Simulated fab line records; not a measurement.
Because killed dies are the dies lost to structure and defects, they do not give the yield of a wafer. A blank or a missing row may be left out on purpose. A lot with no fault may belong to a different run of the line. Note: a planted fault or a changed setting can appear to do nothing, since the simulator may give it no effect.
fab line records :: flow sfq-line
record
  lots=7
  wafers=21
  last-day=81
route steps=325 shown M2@92 I2@103
lots that met no fault: taken from a fault-free run of the same line
start-h: hours from the record's first day to the start of the lot's first wafer shown :: wait-h: hours since the lot's step before :: " unchanged from the row above :: L1.1+2: a row that stands for several wafers :: - no value, or no start given :: * or withheld: withheld :: < > ~ a bound
route shown NAME@n: NAME is a module with steps in the file, n the number in the route of the first one :: usual: mean/standard deviation taken from wafers without a fault :: same: alike in all rows :: chamber/n: place in a boat :: sites: the reading at each site :: _std_site: how widely they spread, as a standard deviation :: _edge_site: the outer-site mean with the inner-site mean subtracted :: radius-mm: for every site, how far away it sits from the centre of the wafer :: mask NAME#n: copy n :: behind: the last tool/chamber to shape the wafer :: hold: cause of the lot's hold/its duration in hours/its outcome :: device: whichever transistor did not switch (one of n, p or np) :: end of line: the tests these same wafers got at the end of their route :: for a step that has no rows: nothing shown but its recipe :: killed: dies that structure and defects cost at the first sort, which is not the same as the wafer's yield :: map: a wafer's dies, marking killed ones x, the rest . and places with no die _
set.NAME: setting as actually run; set.NAME@STEP: the setting as run at that earlier step :: model.NAME: the simulator's own value behind a step, which no gauge read
lots at selected steps of the route; one table per step, one row per wafer
services: when a tool's chamber went out of use (start-h, in hours from the record's first day, below 0 if earlier), for how many hours, and the reason
## steps
# step SFQ_TRILAYER_M2_LITHO_COAT_062
# recipe
  resist=BARC
  spin-rpm=3000
  resist-thk-nm=62
# step SFQ_TRILAYER_M2_LITHO_COAT_057
# recipe
  resist=KrF
  spin-rpm=3000
  resist-thk-nm=600
# step SFQ_TRILAYER_M2_LITHO_SOFTBAKE_061
# recipe
  temp-c=withheld
  time-s=withheld
  resist=KrF
# step SFQ_TRILAYER_M2_LITHO_EXPOSE_058
# recipe
  mask-id=M2
  na=0.6
  source-shape=conventional
  sigma-outer=0.65
  target-cd-nm=500
  dose-mj=14.4
# step SFQ_TRILAYER_M2_LITHO_PEB_060
# recipe
  peb-temp-c=115
  peb-time-s=60
  resist=KrF
# step SFQ_TRILAYER_M2_LITHO_DEVELOP_059
# recipe
  time-s=60
  resist=KrF
# step SFQ_M2_OVL_MEAS_916
# usual
  M2_OVL=-4/7.2
lot.wafer: L319.1
tool: overlay-01
chamber: -
start-h: 717.92
wait-h: 0.1
M2_OVL[nm]: 1

lot.wafer: L319.2
tool: overlay-01
chamber: -
start-h: 717.92
wait-h: 0.1
M2_OVL[nm]: 5

lot.wafer: L319.5
tool: overlay-01
chamber: -
start-h: 717.92
wait-h: 0.1
M2_OVL[nm]: 7

lot.wafer: L325.1
tool: overlay-02
chamber: -
start-h: 795.53
wait-h: 0.1
M2_OVL[nm]: -7

lot.wafer: L325.5
tool: overlay-02
chamber: -
start-h: 795.53
wait-h: 0.1
M2_OVL[nm]: -8

lot.wafer: L325.6
tool: overlay-02
chamber: -
start-h: 795.53
wait-h: 0.1
M2_OVL[nm]: -11

lot.wafer: L328.3
tool: overlay-02
chamber: -
start-h: 814.74
wait-h: 0.1
M2_OVL[nm]: -9

lot.wafer: L328.5
tool: overlay-02
chamber: -
start-h: 814.74
wait-h: 0.1
M2_OVL[nm]: -15

lot.wafer: L328.6
tool: overlay-02
chamber: -
start-h: 814.74
wait-h: 0.1
M2_OVL[nm]: -7

lot.wafer: L329.1
tool: overlay-02
chamber: -
start-h: 820.73
wait-h: 0.1
M2_OVL[nm]: 0

lot.wafer: L329.2
tool: overlay-02
chamber: -
start-h: 820.73
wait-h: 0.1
M2_OVL[nm]: -2

lot.wafer: L329.5
tool: overlay-02
chamber: -
start-h: 820.73
wait-h: 0.1
M2_OVL[nm]: -8

lot.wafer: L332.1
tool: overlay-02
chamber: -
start-h: 843.18
wait-h: 0.1
M2_OVL[nm]: -2

lot.wafer: L332.3
tool: overlay-02
chamber: -
start-h: 843.18
wait-h: 0.1
M2_OVL[nm]: -7

lot.wafer: L332.5
tool: overlay-02
chamber: -
start-h: 843.18
wait-h: 0.1
M2_OVL[nm]: -1

lot.wafer: L337.1
tool: overlay-02
chamber: -
start-h: 873.30
wait-h: 0.1
M2_OVL[nm]: -9

lot.wafer: L337.4
tool: overlay-02
chamber: -
start-h: 873.30
wait-h: 0.1
M2_OVL[nm]: -8

lot.wafer: L337.6
tool: overlay-02
chamber: -
start-h: 873.30
wait-h: 0.1
M2_OVL[nm]: -7

lot.wafer: L340.1
tool: overlay-02
chamber: -
start-h: 960.39
wait-h: 0.1
M2_OVL[nm]: 3

lot.wafer: L340.4
tool: overlay-02
chamber: -
start-h: 960.39
wait-h: 0.1
M2_OVL[nm]: -1

lot.wafer: L340.5
tool: overlay-02
chamber: -
start-h: 960.39
wait-h: 0.1
M2_OVL[nm]: 3
# step SFQ_TRILAYER_M2_BARC_OPEN_METAL_ETCH_077
# recipe
  mask-material=PR
  chemistry=O2
  target-depth-nm=125
  target=BARC
  icp-w=600
  bias-w=80
  pressure-mtorr=10
  time-s=41.7
# usual
  drypump-motor-current-A=5.9/0.39
  oes-product-au=0.685/0.0046
lot.wafer: L319.1
tool: rie-metal-03
chamber: 0
start-h: 717.96
wait-h: 0.0
drypump-motor-current-A: 5.7
oes-product-au: 0.688
rf-hours-counter-h: 77

lot.wafer: L319.2
tool: rie-metal-03
chamber: 1
start-h: 717.96
wait-h: 0.0
drypump-motor-current-A: 6.3
oes-product-au: 0.688
rf-hours-counter-h: 66

lot.wafer: L319.5
tool: rie-metal-03
chamber: 0
start-h: 717.96
wait-h: 0.0
drypump-motor-current-A: 5.7
oes-product-au: 0.680
rf-hours-counter-h: -

lot.wafer: L325.1
tool: rie-metal-04
chamber: 0
start-h: 795.56
wait-h: 0.0
drypump-motor-current-A: 5.3
oes-product-au: 0.677
rf-hours-counter-h: 38

lot.wafer: L325.5
tool: rie-metal-04
chamber: 1
start-h: 795.56
wait-h: 0.0
drypump-motor-current-A: 5.8
oes-product-au: 0.688
rf-hours-counter-h: -

lot.wafer: L325.6
tool: rie-metal-04
chamber: 0
start-h: 795.56
wait-h: 0.0
drypump-motor-current-A: 5.3
oes-product-au: 0.684
rf-hours-counter-h: -

lot.wafer: L328.3
tool: rie-metal-04
chamber: 1
start-h: 814.78
wait-h: 0.0
drypump-motor-current-A: 5.9
oes-product-au: 0.679
rf-hours-counter-h: -

lot.wafer: L328.5
tool: rie-metal-04
chamber: 1
start-h: 814.78
wait-h: 0.0
drypump-motor-current-A: 5.8
oes-product-au: 0.690
rf-hours-counter-h: -

lot.wafer: L328.6
tool: rie-metal-04
chamber: 0
start-h: 814.78
wait-h: 0.0
drypump-motor-current-A: 5.3
oes-product-au: 0.683
rf-hours-counter-h: -

lot.wafer: L329.1
tool: rie-metal-04
chamber: 1
start-h: 820.76
wait-h: 0.0
drypump-motor-current-A: 5.8
oes-product-au: 0.681
rf-hours-counter-h: 106

lot.wafer: L329.2
tool: rie-metal-04
chamber: 0
start-h: 820.76
wait-h: 0.0
drypump-motor-current-A: 5.3
oes-product-au: 0.691
rf-hours-counter-h: 42

lot.wafer: L329.5
tool: rie-metal-04
chamber: 0
start-h: 820.76
wait-h: 0.0
drypump-motor-current-A: 5.3
oes-product-au: 0.680
rf-hours-counter-h: -

lot.wafer: L332.1
tool: rie-metal-03
chamber: 1
start-h: 843.21
wait-h: 0.0
drypump-motor-current-A: 6.3
oes-product-au: 0.683
rf-hours-counter-h: 84

lot.wafer: L332.3
tool: rie-metal-03
chamber: 0
start-h: 843.21
wait-h: 0.0
drypump-motor-current-A: 5.7
oes-product-au: 0.688
rf-hours-counter-h: -

lot.wafer: L332.5
tool: rie-metal-03
chamber: 1
start-h: 843.21
wait-h: 0.0
drypump-motor-current-A: 6.3
oes-product-au: 0.680
rf-hours-counter-h: -

lot.wafer: L337.1
tool: rie-metal-04
chamber: 1
start-h: 873.34
wait-h: 0.0
drypump-motor-current-A: 5.8
oes-product-au: 0.688
rf-hours-counter-h: 114

lot.wafer: L337.4
tool: rie-metal-04
chamber: 0
start-h: 873.34
wait-h: 0.0
drypump-motor-current-A: 5.3
oes-product-au: 0.691
rf-hours-counter-h: -

lot.wafer: L337.6
tool: rie-metal-04
chamber: 1
start-h: 873.34
wait-h: 0.0
drypump-motor-current-A: 5.8
oes-product-au: 0.689
rf-hours-counter-h: -

lot.wafer: L340.1
tool: rie-metal-03
chamber: 0
start-h: 960.42
wait-h: 0.0
drypump-motor-current-A: 5.8
oes-product-au: 0.687
rf-hours-counter-h: 112

lot.wafer: L340.4
tool: rie-metal-03
chamber: 1
start-h: 960.42
wait-h: 0.0
drypump-motor-current-A: 6.3
oes-product-au: 0.683
rf-hours-counter-h: -

lot.wafer: L340.5
tool: rie-metal-03
chamber: 1
start-h: 960.42
wait-h: 0.0
drypump-motor-current-A: 6.3
oes-product-au: 0.682
rf-hours-counter-h: -
# step SFQ_TRILAYER_M2_ETCH_METAL_ETCH_060
# recipe
  target=Nb
  stop-on=SiO2
  mask-material=PR
  chemistry=Cl2/Ar
  target-depth-nm=240
  icp-w=600
  bias-w=80
  pressure-mtorr=10
  time-s=120
# usual
  drypump-motor-current-A=5.9/0.39
  oes-product-au=0.894/0.0073
lot.wafer: L319.1
tool: rie-metal-03
chamber: 0
start-h: 718.01
wait-h: 0.0
drypump-motor-current-A: 5.7
oes-product-au: 0.878
rf-hours-counter-h: 77

lot.wafer: L319.2
tool: rie-metal-03
chamber: 1
start-h: 718.01
wait-h: 0.0
drypump-motor-current-A: 6.3
oes-product-au: 0.897
rf-hours-counter-h: 66

lot.wafer: L319.5
tool: rie-metal-03
chamber: 0
start-h: 718.01
wait-h: 0.0
drypump-motor-current-A: 5.7
oes-product-au: 0.875
rf-hours-counter-h: -

lot.wafer: L325.1
tool: rie-metal-04
chamber: 0
start-h: 795.62
wait-h: 0.0
drypump-motor-current-A: 5.3
oes-product-au: 0.910
rf-hours-counter-h: 38

lot.wafer: L325.5
tool: rie-metal-04
chamber: 1
start-h: 795.62
wait-h: 0.0
drypump-motor-current-A: 5.8
oes-product-au: 0.883
rf-hours-counter-h: -

lot.wafer: L325.6
tool: rie-metal-04
chamber: 0
start-h: 795.62
wait-h: 0.0
drypump-motor-current-A: 5.2
oes-product-au: 0.887
rf-hours-counter-h: -

lot.wafer: L328.3
tool: rie-metal-04
chamber: 1
start-h: 814.86
wait-h: 0.1
drypump-motor-current-A: 5.8
oes-product-au: 0.888
rf-hours-counter-h: -

lot.wafer: L328.5
tool: rie-metal-04
chamber: 1
start-h: 814.86
wait-h: 0.1
drypump-motor-current-A: 5.8
oes-product-au: 0.872
rf-hours-counter-h: -

lot.wafer: L328.6
tool: rie-metal-04
chamber: 0
start-h: 814.86
wait-h: 0.1
drypump-motor-current-A: 5.2
oes-product-au: 0.889
rf-hours-counter-h: -

lot.wafer: L329.1
tool: rie-metal-04
chamber: 1
start-h: 820.82
wait-h: 0.0
drypump-motor-current-A: 5.8
oes-product-au: 0.890
rf-hours-counter-h: 106

lot.wafer: L329.2
tool: rie-metal-04
chamber: 0
start-h: 820.82
wait-h: 0.0
drypump-motor-current-A: 5.3
oes-product-au: 0.892
rf-hours-counter-h: 42

lot.wafer: L329.5
tool: rie-metal-04
chamber: 0
start-h: 820.82
wait-h: 0.0
drypump-motor-current-A: 5.2
oes-product-au: 0.882
rf-hours-counter-h: -

lot.wafer: L332.1
tool: rie-metal-03
chamber: 1
start-h: 843.27
wait-h: 0.0
drypump-motor-current-A: 6.3
oes-product-au: 0.885
rf-hours-counter-h: 85

lot.wafer: L332.3
tool: rie-metal-03
chamber: 0
start-h: 843.27
wait-h: 0.0
drypump-motor-current-A: 5.7
oes-product-au: 0.896
rf-hours-counter-h: -

lot.wafer: L332.5
tool: rie-metal-03
chamber: 1
start-h: 843.27
wait-h: 0.0
drypump-motor-current-A: 6.3
oes-product-au: 0.895
rf-hours-counter-h: -

lot.wafer: L337.1
tool: rie-metal-04
chamber: 1
start-h: 873.40
wait-h: 0.0
drypump-motor-current-A: 5.8
oes-product-au: 0.898
rf-hours-counter-h: 114

lot.wafer: L337.4
tool: rie-metal-04
chamber: 0
start-h: 873.40
wait-h: 0.0
drypump-motor-current-A: 5.3
oes-product-au: 0.903
rf-hours-counter-h: -

lot.wafer: L337.6
tool: rie-metal-04
chamber: 1
start-h: 873.40
wait-h: 0.0
drypump-motor-current-A: 5.8
oes-product-au: 0.895
rf-hours-counter-h: -

lot.wafer: L340.1
tool: rie-metal-03
chamber: 0
start-h: 960.48
wait-h: 0.0
drypump-motor-current-A: 5.7
oes-product-au: 0.912
rf-hours-counter-h: 112

lot.wafer: L340.4
tool: rie-metal-03
chamber: 1
start-h: 960.48
wait-h: 0.0
drypump-motor-current-A: 6.3
oes-product-au: 0.899
rf-hours-counter-h: -

lot.wafer: L340.5
tool: rie-metal-03
chamber: 1
start-h: 960.48
wait-h: 0.0
drypump-motor-current-A: 6.3
oes-product-au: 0.911
rf-hours-counter-h: -
# step SFQ_TRILAYER_M2_STRIP_STRIP_061
# recipe
  gas=O2
  power-w=200
  platen-temp-c=40
  overash-fraction=0.65
  chemistry=O2
  pressure-mtorr=50
# usual
  drypump-motor-current-A=5.9/0.39
  oes-product-au=1.000/0.0085
lot.wafer: L319.1
tool: rie-metal-03
chamber: 0
start-h: 718.14
wait-h: 0.1
drypump-motor-current-A: 5.7
oes-product-au: 0.994
rf-hours-counter-h: 78

lot.wafer: L319.2
tool: rie-metal-03
chamber: 1
start-h: 718.14
wait-h: 0.1
drypump-motor-current-A: 6.3
oes-product-au: 0.986
rf-hours-counter-h: 66

lot.wafer: L319.5
tool: rie-metal-03
chamber: 0
start-h: 718.14
wait-h: 0.1
drypump-motor-current-A: 5.7
oes-product-au: 0.992
rf-hours-counter-h: -

lot.wafer: L325.1
tool: rie-metal-04
chamber: 0
start-h: 795.75
wait-h: 0.1
drypump-motor-current-A: 5.2
oes-product-au: 1.005
rf-hours-counter-h: 38

lot.wafer: L325.5
tool: rie-metal-04
chamber: 1
start-h: 795.75
wait-h: 0.1
drypump-motor-current-A: 5.8
oes-product-au: 1.005
rf-hours-counter-h: -

lot.wafer: L325.6
tool: rie-metal-04
chamber: 0
start-h: 795.75
wait-h: 0.1
drypump-motor-current-A: 5.3
oes-product-au: 1.003
rf-hours-counter-h: -

lot.wafer: L328.3
tool: rie-metal-04
chamber: 1
start-h: 815.15
wait-h: 0.2
drypump-motor-current-A: 5.8
oes-product-au: 1.012
rf-hours-counter-h: -

lot.wafer: L328.5
tool: rie-metal-04
chamber: 1
start-h: 815.15
wait-h: 0.2
drypump-motor-current-A: 5.8
oes-product-au: 0.997
rf-hours-counter-h: -

lot.wafer: L328.6
tool: rie-metal-04
chamber: 0
start-h: 815.15
wait-h: 0.2
drypump-motor-current-A: 5.2
oes-product-au: 1.001
rf-hours-counter-h: -

lot.wafer: L329.1
tool: rie-metal-04
chamber: 1
start-h: 820.95
wait-h: 0.1
drypump-motor-current-A: 5.9
oes-product-au: 1.006
rf-hours-counter-h: 106

lot.wafer: L329.2
tool: rie-metal-04
chamber: 0
start-h: 820.95
wait-h: 0.1
drypump-motor-current-A: 5.3
oes-product-au: 1.003
rf-hours-counter-h: 42

lot.wafer: L329.5
tool: rie-metal-04
chamber: 0
start-h: 820.95
wait-h: 0.1
drypump-motor-current-A: 5.3
oes-product-au: 1.000
rf-hours-counter-h: -

lot.wafer: L332.1
tool: rie-metal-03
chamber: 1
start-h: 843.40
wait-h: 0.1
drypump-motor-current-A: 6.3
oes-product-au: 0.996
rf-hours-counter-h: 85

lot.wafer: L332.3
tool: rie-metal-03
chamber: 0
start-h: 843.40
wait-h: 0.1
drypump-motor-current-A: 5.8
oes-product-au: 1.006
rf-hours-counter-h: -

lot.wafer: L332.5
tool: rie-metal-03
chamber: 1
start-h: 843.40
wait-h: 0.1
drypump-motor-current-A: 6.3
oes-product-au: 0.990
rf-hours-counter-h: -

lot.wafer: L337.1
tool: rie-metal-04
chamber: 1
start-h: 873.52
wait-h: 0.1
drypump-motor-current-A: 5.8
oes-product-au: 1.018
rf-hours-counter-h: 114

lot.wafer: L337.4
tool: rie-metal-04
chamber: 0
start-h: 873.52
wait-h: 0.1
drypump-motor-current-A: 5.2
oes-product-au: 1.003
rf-hours-counter-h: -

lot.wafer: L337.6
tool: rie-metal-04
chamber: 1
start-h: 873.52
wait-h: 0.1
drypump-motor-current-A: 5.8
oes-product-au: 1.012
rf-hours-counter-h: -

lot.wafer: L340.1
tool: rie-metal-03
chamber: 0
start-h: 960.61
wait-h: 0.1
drypump-motor-current-A: 5.7
oes-product-au: 1.009
rf-hours-counter-h: 112

lot.wafer: L340.4
tool: rie-metal-03
chamber: 1
start-h: 960.61
wait-h: 0.1
drypump-motor-current-A: 6.3
oes-product-au: 0.996
rf-hours-counter-h: -

lot.wafer: L340.5
tool: rie-metal-03
chamber: 1
start-h: 960.61
wait-h: 0.1
drypump-motor-current-A: 6.3
oes-product-au: 0.986
rf-hours-counter-h: -
# step SFQ_TRILAYER_M2_STRIP_SOLV_CLEAN_062
# recipe
  chemistry=NMP
  temp-c=70
  time-s=600
# step SFQ_TRILAYER_I2_DEP_PECVD_063
# recipe
  material=SiO2
  temp-c=150
  time-s=111.11
  pressure-torr=2.4
  rf-w=183.3
  precursor=SiH4/N2O
  target-thk-nm=500
# usual
  heater-power-w=86/7.8
  throttle-valve-pct=24.8/0.82
lot.wafer: L319.1
tool: pecvd-01
chamber: 0
start-h: 718.93
wait-h: 0.0
heater-power-w: 87
throttle-valve-pct: 24.9

lot.wafer: L319.2
tool: pecvd-01
chamber: 2
start-h: 718.93
wait-h: 0.0
heater-power-w: 90
throttle-valve-pct: 24.2

lot.wafer: L319.5
tool: pecvd-01
chamber: 1
start-h: 718.93
wait-h: 0.0
heater-power-w: 79
throttle-valve-pct: 24.3

lot.wafer: L325.1
tool: pecvd-01
chamber: 1
start-h: 796.52
wait-h: 0.0
heater-power-w: 91
throttle-valve-pct: 24.5

lot.wafer: L325.5
tool: pecvd-01
chamber: 2
start-h: 796.52
wait-h: 0.0
heater-power-w: 86
throttle-valve-pct: 24.5

lot.wafer: L325.6
tool: pecvd-01
chamber: 0
start-h: 796.52
wait-h: 0.0
heater-power-w: 79
throttle-valve-pct: 25.3

lot.wafer: L328.3
tool: pecvd-04
chamber: 0
start-h: 815.72
wait-h: 0.0
heater-power-w: 81
throttle-valve-pct: 24.8

lot.wafer: L328.5
tool: pecvd-04
chamber: 2
start-h: 815.72
wait-h: 0.0
heater-power-w: 81
throttle-valve-pct: 24.8

lot.wafer: L328.6
tool: pecvd-04
chamber: 0
start-h: 815.72
wait-h: 0.0
heater-power-w: 88
throttle-valve-pct: 24.7

lot.wafer: L329.1
tool: pecvd-01
chamber: 2
start-h: 821.72
wait-h: 0.0
heater-power-w: 88
throttle-valve-pct: 24.4

lot.wafer: L329.2
tool: pecvd-01
chamber: 1
start-h: 821.72
wait-h: 0.0
heater-power-w: 93
throttle-valve-pct: 24.5

lot.wafer: L329.5
tool: pecvd-01
chamber: 1
start-h: 821.72
wait-h: 0.0
heater-power-w: 93
throttle-valve-pct: 24.5

lot.wafer: L332.1
tool: pecvd-04
chamber: 0
start-h: 844.17
wait-h: 0.0
heater-power-w: 98
throttle-valve-pct: 24.5

lot.wafer: L332.3
tool: pecvd-04
chamber: 2
start-h: 844.17
wait-h: 0.0
heater-power-w: 76
throttle-valve-pct: 25.1

lot.wafer: L332.5
tool: pecvd-04
chamber: 1
start-h: 844.17
wait-h: 0.0
heater-power-w: 85
throttle-valve-pct: 24.7

lot.wafer: L337.1
tool: pecvd-03
chamber: 2
start-h: 874.30
wait-h: 0.0
heater-power-w: 89
throttle-valve-pct: 24.3

lot.wafer: L337.4
tool: pecvd-03
chamber: 1
start-h: 874.30
wait-h: 0.0
heater-power-w: 74
throttle-valve-pct: 26.0

lot.wafer: L337.6
tool: pecvd-03
chamber: 2
start-h: 874.30
wait-h: 0.0
heater-power-w: 89
throttle-valve-pct: 24.0

lot.wafer: L340.1
tool: pecvd-03
chamber: 2
start-h: 961.56
wait-h: 0.0
heater-power-w: 89
throttle-valve-pct: 22.1

lot.wafer: L340.4
tool: pecvd-03
chamber: 1
start-h: 961.56
wait-h: 0.0
heater-power-w: 88
throttle-valve-pct: 22.4

lot.wafer: L340.5
tool: pecvd-03
chamber: 0
start-h: 961.56
wait-h: 0.0
heater-power-w: 80
throttle-valve-pct: 23.2
# step SFQ_TRILAYER_I2_CMP_CMP_064
# recipe
  material=SiO2
  down-force-psi=3
  platen-rpm=60
  pad-velocity-m-s=0.94248
# usual
  head-pressure-psi=3.000/0.0065
  motor-current-A=10.2/1
  retaining-ring-pressure-frac=1.000/0.0046
  time-to-endpoint-s=216/7.7
lot.wafer: L319.1
tool: cmp-01
chamber: 1
start-h: 719.51
wait-h: 0.5
head-pressure-psi: 3.001
motor-current-A: 9.9
retaining-ring-pressure-frac: 0.996
time-to-endpoint-s: 211

lot.wafer: L319.2
tool: cmp-01
chamber: 3
start-h: 720.51
wait-h: 1.5
head-pressure-psi: 3.004
motor-current-A: 11.0
retaining-ring-pressure-frac: 1.003
time-to-endpoint-s: 226

lot.wafer: L319.5
tool: cmp-01
chamber: 1
start-h: 721.51
wait-h: 2.5
head-pressure-psi: 3.002
motor-current-A: 9.9
retaining-ring-pressure-frac: 0.997
time-to-endpoint-s: 219

lot.wafer: L325.1
tool: cmp-02
chamber: 3
start-h: 797.60
wait-h: 1.0
head-pressure-psi: 3.003
motor-current-A: 7.6
retaining-ring-pressure-frac: 0.999
time-to-endpoint-s: 201

lot.wafer: L325.6
tool: cmp-02
chamber: 1
start-h: 798.60
wait-h: 2.0
head-pressure-psi: 3.001
motor-current-A: 11.1
retaining-ring-pressure-frac: 0.997
time-to-endpoint-s: 208

lot.wafer: L325.5
tool: cmp-02
chamber: 2
start-h: 798.60
wait-h: 2.0
head-pressure-psi: 3.010
motor-current-A: 10.0
retaining-ring-pressure-frac: 0.994
time-to-endpoint-s: 219

lot.wafer: L328.3
tool: cmp-02
chamber: 2
start-h: 818.17
wait-h: 2.4
head-pressure-psi: 3.004
motor-current-A: 10.1
retaining-ring-pressure-frac: 1.002
time-to-endpoint-s: 221

lot.wafer: L328.5
tool: cmp-02
chamber: 0
start-h: 819.17
wait-h: 3.4
head-pressure-psi: 3.002
motor-current-A: 10.6
retaining-ring-pressure-frac: 1.002
time-to-endpoint-s: 227

lot.wafer: L328.6
tool: cmp-02
chamber: 1
start-h: 819.17
wait-h: 3.4
head-pressure-psi: 2.831
motor-current-A: 10.5
retaining-ring-pressure-frac: 1.006
time-to-endpoint-s: 226

lot.wafer: L329.2
tool: cmp-02
chamber: 3
start-h: 823.67
wait-h: 1.9
head-pressure-psi: 3.010
motor-current-A: 7.5
retaining-ring-pressure-frac: 1.005
time-to-endpoint-s: 218

lot.wafer: L329.1
tool: cmp-02
chamber: 1
start-h: 824.67
wait-h: 2.9
head-pressure-psi: 2.838
motor-current-A: 10.5
retaining-ring-pressure-frac: 0.993
time-to-endpoint-s: 234

lot.wafer: L329.5
tool: cmp-02
chamber: 2
start-h: 824.67
wait-h: 2.9
head-pressure-psi: 3.000
motor-current-A: 9.5
retaining-ring-pressure-frac: 0.994
time-to-endpoint-s: 219

lot.wafer: L332.1
tool: cmp-02
chamber: 0
start-h: 847.17
wait-h: 3.0
head-pressure-psi: 2.993
motor-current-A: 11.0
retaining-ring-pressure-frac: 0.999
time-to-endpoint-s: 202

lot.wafer: L332.3
tool: cmp-02
chamber: 2
start-h: 848.17
wait-h: 4.0
head-pressure-psi: 2.997
motor-current-A: 10.1
retaining-ring-pressure-frac: 0.995
time-to-endpoint-s: 216

lot.wafer: L332.5
tool: cmp-02
chamber: 1
start-h: 849.67
wait-h: 5.4
head-pressure-psi: 2.841
motor-current-A: 10.7
retaining-ring-pressure-frac: 0.999
time-to-endpoint-s: 230

lot.wafer: L337.1
tool: cmp-01
chamber: 0
start-h: 888.39
wait-h: 14.0
head-pressure-psi: 3.004
motor-current-A: 9.8
retaining-ring-pressure-frac: 0.995
time-to-endpoint-s: 214

lot.wafer: L337.4
tool: cmp-01
chamber: 1
start-h: 888.39
wait-h: 14.0
head-pressure-psi: 2.992
motor-current-A: 9.4
retaining-ring-pressure-frac: 1.005
time-to-endpoint-s: 209

lot.wafer: L337.6
tool: cmp-01
chamber: 3
start-h: 889.89
wait-h: 15.5
head-pressure-psi: 2.992
motor-current-A: 10.7
retaining-ring-pressure-frac: 0.997
time-to-endpoint-s: 214

lot.wafer: L340.4
tool: cmp-01
chamber: 0
start-h: 970.83
wait-h: 9.2
head-pressure-psi: 3.002
motor-current-A: 9.8
retaining-ring-pressure-frac: 1.001
time-to-endpoint-s: 226

lot.wafer: L340.1
tool: cmp-01
chamber: 1
start-h: 970.83
wait-h: 9.2
head-pressure-psi: 3.013
motor-current-A: 9.9
retaining-ring-pressure-frac: 1.006
time-to-endpoint-s: 202

lot.wafer: L340.5
tool: cmp-01
chamber: 2
start-h: 970.83
wait-h: 9.2
head-pressure-psi: 2.996
motor-current-A: 11.0
retaining-ring-pressure-frac: 0.994
time-to-endpoint-s: 213
# step SFQ_I2_BOW_MEAS_917
# recipe
  mode=bow
# usual
  I2_BOW=1/8.9
lot.wafer: L319.1
tool: film-metro-02
chamber: -
start-h: 722.01
wait-h: 2.0
I2_BOW[um]: -3

lot.wafer: L319.2
tool: film-metro-02
chamber: -
start-h: 722.01
wait-h: 2.0
I2_BOW[um]: -8

lot.wafer: L319.5
tool: film-metro-02
chamber: -
start-h: 722.01
wait-h: 2.0
I2_BOW[um]: -10

lot.wafer: L325.1
tool: film-metro-02
chamber: -
start-h: 799.60
wait-h: 1.5
I2_BOW[um]: -4

lot.wafer: L325.5
tool: film-metro-02
chamber: -
start-h: 799.60
wait-h: 1.5
I2_BOW[um]: -14

lot.wafer: L325.6
tool: film-metro-02
chamber: -
start-h: 799.60
wait-h: 1.5
I2_BOW[um]: -2

lot.wafer: L328.3
tool: film-metro-02
chamber: -
start-h: 820.21
wait-h: 1.5
I2_BOW[um]: 9

lot.wafer: L328.5
tool: film-metro-02
chamber: -
start-h: 820.21
wait-h: 1.5
I2_BOW[um]: 1

lot.wafer: L328.6
tool: film-metro-02
chamber: -
start-h: 820.21
wait-h: 1.5
I2_BOW[um]: 5

lot.wafer: L329.1
tool: film-metro-04
chamber: -
start-h: 826.17
wait-h: 1.0
I2_BOW[um]: 1

lot.wafer: L329.2
tool: film-metro-04
chamber: -
start-h: 826.17
wait-h: 1.0
I2_BOW[um]: 0

lot.wafer: L329.5
tool: film-metro-04
chamber: -
start-h: 826.17
wait-h: 1.0
I2_BOW[um]: 12

lot.wafer: L332.1
tool: film-metro-04
chamber: -
start-h: 850.17
wait-h: 2.5
I2_BOW[um]: -1

lot.wafer: L332.3
tool: film-metro-04
chamber: -
start-h: 850.17
wait-h: 2.5
I2_BOW[um]: 12

lot.wafer: L332.5
tool: film-metro-04
chamber: -
start-h: 850.17
wait-h: 2.5
I2_BOW[um]: -19

lot.wafer: L337.1
tool: film-metro-03
chamber: -
start-h: 890.39
wait-h: 1.5
I2_BOW[um]: 7

lot.wafer: L337.4
tool: film-metro-03
chamber: -
start-h: 890.39
wait-h: 1.5
I2_BOW[um]: 7

lot.wafer: L337.6
tool: film-metro-03
chamber: -
start-h: 890.39
wait-h: 1.5
I2_BOW[um]: 14

lot.wafer: L340.1
tool: film-metro-04
chamber: -
start-h: 972.83
wait-h: 1.0
I2_BOW[um]: 0

lot.wafer: L340.4
tool: film-metro-04
chamber: -
start-h: 972.83
wait-h: 1.0
I2_BOW[um]: 4

lot.wafer: L340.5
tool: film-metro-04
chamber: -
start-h: 972.83
wait-h: 1.0
I2_BOW[um]: -1
## services
tool: cmp-02
chamber: -
start-h: 700.57
hours: 0.3
kind: repair

tool: pecvd-04
chamber: -
start-h: 715.32
hours: 1.9
kind: repair

tool: pecvd-03
chamber: 1
start-h: 725.27
hours: 22.2
kind: repair

tool: pecvd-04
chamber: 0
start-h: 731.66
hours: 3.6
kind: repair

tool: pecvd-03
chamber: -
start-h: 733.98
hours: 13.8
kind: repair

tool: cmp-01
chamber: -
start-h: 737.28
hours: 3.8
kind: pm

tool: rie-metal-04
chamber: 1
start-h: 745.85
hours: 2.1
kind: repair

tool: cmp-01
chamber: -
start-h: 747.13
hours: 4.0
kind: pm

tool: cmp-01
chamber: -
start-h: 747.65
hours: 1.2
kind: repair

tool: cmp-02
chamber: -
start-h: 766.31
hours: 1.0
kind: repair

tool: cmp-01
chamber: -
start-h: 771.12
hours: 1.6
kind: repair

tool: cmp-02
chamber: -
start-h: 782.20
hours: 10.3
kind: repair

tool: cmp-02
chamber: -
start-h: 802.83
hours: 2.3
kind: pm

tool: pecvd-01
chamber: -
start-h: 876.89
hours: 1.8
kind: repair

tool: rie-metal-03
chamber: 1
start-h: 877.37
hours: 4.7
kind: repair

tool: rie-metal-04
chamber: -
start-h: 892.08
hours: 14.6
kind: pm

tool: pecvd-01
chamber: 1
start-h: 893.37
hours: 4.3
kind: repair

tool: cmp-01
chamber: -
start-h: 917.30
hours: 1.5
kind: repair

tool: cmp-02
chamber: -
start-h: 918.82
hours: 4.0
kind: pm

tool: rie-metal-03
chamber: -
start-h: 921.95
hours: 14.6
kind: pm

tool: cmp-02
chamber: -
start-h: 934.41
hours: 0.2
kind: repair

tool: cmp-02
chamber: -
start-h: 949.82
hours: 4.9
kind: pm

tool: cmp-02
chamber: -
start-h: 958.93
hours: 3.1
kind: repair

tool: pecvd-01
chamber: 1
start-h: 959.36
hours: 3.8
kind: repair
## key
first-sign
  step=SFQ_TRILAYER_I2_CMP_CMP_064
  reading=head-pressure-psi
  direction=down
  sigmas=25
  usual=3.000
  struck=2.837
effect none on later readings
met-at SFQ_TRILAYER_I2_CMP_CMP_064
struck-wafers L328.6,L329.1,L332.5
onset-between 797.60 818.17
fault
  kind=process-parameter-drift
  tool=cmp-02
  chamber=1
  onset-h=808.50
  steps=SFQ_TRILAYER_I2_CMP_CMP_064
  channel=down-force-psi
  offset=-0.16676
  shape=step
  end-h=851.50
  acts-in=these-recipes-only
  stated=3
